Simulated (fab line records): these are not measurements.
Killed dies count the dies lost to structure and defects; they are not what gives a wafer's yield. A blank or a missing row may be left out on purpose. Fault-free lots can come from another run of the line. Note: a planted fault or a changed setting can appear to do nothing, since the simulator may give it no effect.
Which tool was responsible? ; flow gf180mcu ; 12 lots (36 wafers sampled), 1 step of a 602-step route

WHAT THE GAUGES SHOWED, per wafer
GF_M3_RS_MEAS_05: measures by four-point-probe.
lot;measured;on;M3_ALCU_RS (ohm/sq)
L075;day 20 13:52;film-metro-01;0.0680 0.0675 0.0673
L077;day 21 03:58;film-metro-01;0.0711 0.0700 0.0723
L079;day 22 02:55;film-metro-01;0.0700 0.0692 0.0698
L081;day 23 00:55;film-metro-02;0.0693 0.0696 0.0693
L083;day 23 14:57;film-metro-04;0.0710 0.0720 0.0708
L085;day 24 12:10;film-metro-02;0.0698 0.0687 0.0685
L087;day 25 03:32;film-metro-01;0.0708 0.0708 0.0696
L089;day 25 21:21;film-metro-02;0.0686 0.0700 0.0684
L091;day 26 22:20;film-metro-02;0.0691 0.0700 0.0697
L093;day 27 06:16;film-metro-04;0.0695 0.0687 0.0690
L095;day 27 13:18;film-metro-04;0.0700 0.0691 0.0693
L097;day 28 05:16;film-metro-04;0.0700 0.0694 0.0700

WHAT TOOL EACH LOT RAN ON (gives the tool, then ch and the chambers of the sampled wafers, and finally the start)
Record: no process step prior to these readings.

THE ANSWER, worked out from the rows above alone
Rule: the lots themselves supply what counts as usual. The widest of any qualifying gaps counts: lots, ordered by their means at a reading, are off when they make up no more than a third of the lots, leave a main group of 4 or more, and stand apart from it by 3 or more times the standard deviation of that group's means. A main group is skipped when, at the precision printed for the reading in the tables above, its means are all equal. Also off: a lot with no number at a reading for which 4 or more lots have one. The other lots that the step has rows for count as sound.
Across all readings shown, no lot is off: no conclusion can be drawn from this.

WHAT THE SIMULATOR HAD PUT IN
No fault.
